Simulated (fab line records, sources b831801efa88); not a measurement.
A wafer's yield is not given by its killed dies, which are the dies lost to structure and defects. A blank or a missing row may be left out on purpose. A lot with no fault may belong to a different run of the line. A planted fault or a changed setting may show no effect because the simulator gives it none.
2 desks, one fault / flow gf180mcu / what lay behind the numbers comes last; until then each desk has only its own

== FOR THE TOOL OWNER'S DESK: pecvd-01 ==
The tool's own readings at GF_SAB_CVD_00 (deposits SiO2 from TEOS, target thk 50 nm, time 4.9302 s): means of the sampled wafers that have a number, for each lot that ran on this tool. If a lot's mean is further than 4 standard deviations from the usual mean, the lot is out of limits and carries the mark OUT (the distance appears in the brackets).
Columns: A = heaterPowerW at GF_SAB_CVD_00, usual 667 W
lot=L126; first seen here=day 16 07:35; A=644
lot=L129; first seen here=day 17 08:52; A=689
lot=L131; first seen here=day 18 02:05; A=639
lot=L141; first seen here=day 21 19:02; A=684
This desk's finding: nothing out of limits on any of the 4 lots.

== AT THE METROLOGY DESK ==
Means of the sampled wafers that have a number, per lot and without regard to the tool the lot ran on: this is what the gauges read. If a lot's mean is further than 4 standard deviations from the usual mean, the lot is out of limits and carries the mark OUT (the distance appears in the brackets).
Columns: A = V5_OVL at GF_V5_OVL_MEAS_15, usual -2 nm
lot=L120; first seen here=day 27 05:25; A=1
lot=L122; first seen here=day 28 01:10; A=5
lot=L126; first seen here=day 29 03:55; A=-4
lot=L129; first seen here=day 29 23:37; A=1
lot=L131; first seen here=day 30 11:52; A=1
lot=L132; first seen here=day 31 00:34; A=-8
lot=L133; first seen here=day 31 05:13; A=-1
lot=L134; first seen here=day 31 10:52; A=-6
lot=L136; first seen here=day 31 22:58; A=-5
lot=L139; first seen here=day 32 17:07; A=-4
lot=L140; first seen here=day 32 23:53; A=-1
lot=L141; first seen here=day 33 05:10; A=-4
lot=L142; first seen here=day 33 07:01; A=-3
lot=L143; first seen here=day 33 13:16; A=3
This desk's finding: nothing out of limits on any of the 14 lots.

== PUT TOGETHER ==
Nothing out of limits was seen by the tool owner's desk.
The metrology desk saw nothing out of limits.

== WHAT THE SIMULATOR HAD PUT IN ==
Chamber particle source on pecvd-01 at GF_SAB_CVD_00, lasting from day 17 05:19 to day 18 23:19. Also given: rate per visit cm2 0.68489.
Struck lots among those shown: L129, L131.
